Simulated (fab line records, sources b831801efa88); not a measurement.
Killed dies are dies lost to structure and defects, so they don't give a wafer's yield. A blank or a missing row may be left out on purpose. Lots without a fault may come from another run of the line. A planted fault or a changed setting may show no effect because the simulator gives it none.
Chamber matching | flow sky130 | SKY_VIA4_ETCH_12 on rie_diel-04: 4 sister chambers
The step etches SiO2 in C4F8/O2/Ar, stops on TiN, target depth 580 nm. 4 wafers are shown with their chamber, then 8 later ones without.

WAFERS WITH THEIR CHAMBER
wafer  | chamber | oes_product_au (a.u.)
L085.3 | 3       | 0.935
L085.4 | 1       | 0.913
L085.5 | 0       | 0.918
L087.2 | 2       | 0.923

WAFERS WITHOUT THEIR CHAMBER
wafer  | oes_product_au (a.u.)
L087.3 | 0.925
L087.5 | 0.924
L092.2 | 0.926
L092.4 | 0.928
L092.6 | 0.918
L093.2 | 0.927
L093.3 | 0.928
L093.4 | 0.922

WHICH CHAMBER EACH WENT THROUGH
wafer  | from the rows above          | in truth
L087.3 | can't be placed: 2 or 0      | 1
L087.5 | can't be placed: 2 or 0      | 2
L092.2 | can't be placed: 2 or 0 or 3 | 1
L092.4 | can't be placed: 2 or 3 or 0 | 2
L092.6 | can't be placed: 0 or 1 or 2 | 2
L093.2 | can't be placed: 2 or 3 or 0 | 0
L093.3 | can't be placed: 2 or 3 or 0 | 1
L093.4 | can't be placed: 2 or 0      | 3
Placed correctly: 0 of 8. Can't be placed from these rows: 8 (the true chamber is among the candidates in 4). Placed wrongly: 0.
How it was worked out, from the rows above alone: a wafer's distance from a chamber is the root of the sum, over the readings, of the square of ((its reading less the chamber's mean) divided by the reading's scatter). The wafer belongs to the nearest chamber; if the next one is less than 2 further off, it can't be placed. A chamber's mean is the mean of its shown wafers. The scatter: with one shown wafer a chamber, the root of the mean of the squares of how far each hidden wafer lies from its nearest shown one.
